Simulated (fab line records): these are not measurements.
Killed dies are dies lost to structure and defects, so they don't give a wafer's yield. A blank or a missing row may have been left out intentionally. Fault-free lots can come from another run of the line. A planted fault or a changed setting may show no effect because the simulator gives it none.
Matching of chambers + flow sky130 + SKY_VIA1_CMP_02 on cmp-01 has 4 sister chambers
The step polishes SiO2. 27 wafers are shown with their chamber, then 12 later ones without.

WAFERS PAIRED WITH THEIR CHAMBERS
| wafer  | chamber | motor_current_A (A) |
|--------|---------|---------------------|
| L074.1 | 2       | 11.1                |
| L074.2 | 0       | 12.4                |
| L074.4 | 3       | 12.1                |
| L074.3 | 1       | 10.2                |
| L074.5 | 3       | 12.0                |
| L074.6 | 2       | 11.2                |
| L075.2 | 0       | 11.7                |
| L075.3 | 2       | 11.3                |
| L075.5 | 1       | 10.9                |
| L077.2 | 2       | 11.1                |
| L077.3 | 3       | 11.2                |
| L077.4 | 0       | 11.4                |
| L077.1 | 1       | 10.9                |
| L077.5 | 0       | 12.5                |
| L077.6 | 1       | 10.5                |
| L079.1 | 2       | 11.7                |
| L079.5 | 3       | 11.8                |
| L079.6 | 2       | 11.3                |
| L080.1 | 0       | 12.0                |
| L080.2 | 3       | 11.3                |
| L080.5 | 0       | 12.9                |
| L083.3 | 3       | 12.4                |
| L083.5 | 2       | 11.2                |
| L083.6 | 1       | 10.0                |
| L087.1 | 1       | 10.5                |
| L087.2 | 3       | 12.1                |
| L087.5 | 0       | 12.1                |

SIGNATURES (means of the wafers above)
| reading         | chamber 0 | chamber 1 | chamber 2 | chamber 3 | scatter within a chamber |
|-----------------|-----------|-----------|-----------|-----------|--------------------------|
| motor_current_A | 12.143    | 10.500    | 11.271    | 11.843    | 0.397                    |
Rule: distance of a wafer from a chamber = root of the sum over the readings of ((wafer's reading minus chamber's mean) / reading's scatter) squared. If the next closest chamber is less than 2 further off than the closest, the wafer can't be placed; otherwise it belongs to the closest. How the scatter is found: for the shown wafers, subtract from each reading the mean of its chamber, square and add these, divide the total by (wafers less chambers), then take the root.

WAFERS WITH NO CHAMBER GIVEN
| wafer  | motor_current_A (A) |
|--------|---------------------|
| L090.2 | 10.8                |
| L090.3 | 11.1                |
| L090.6 | 12.2                |
| L090.1 | 12.5                |
| L090.4 | 11.8                |
| L090.5 | 10.4                |
| L091.2 | 11.0                |
| L091.3 | 11.7                |
| L091.5 | 10.2                |
| L092.1 | 10.5                |
| L092.2 | 11.0                |
| L092.6 | 11.8                |

CHAMBER TAKEN BY EACH
| wafer  | from the rows above          | in truth |
|--------|------------------------------|----------|
| L090.2 | can't be placed: 1 or 2 or 3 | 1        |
| L090.3 | can't be placed: 2 or 1 or 3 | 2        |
| L090.6 | can't be placed: 0 or 3      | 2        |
| L090.1 | can't be placed: 0 or 3      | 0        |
| L090.4 | can't be placed: 3 or 0 or 2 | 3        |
| L090.5 | can't be placed: 1 or 2      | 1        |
| L091.2 | can't be placed: 2 or 1 or 3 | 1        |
| L091.3 | can't be placed: 3 or 2 or 0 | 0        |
| L091.5 | can't be placed: 1 or 2      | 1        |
| L092.1 | can't be placed: 1 or 2      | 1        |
| L092.2 | can't be placed: 2 or 1 or 3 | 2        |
| L092.6 | can't be placed: 3 or 0 or 2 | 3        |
Correctly placed: 0 of 12. From these rows, 12 cannot be placed; in 11 the true chamber is one of the candidates. Number placed wrongly: 0.
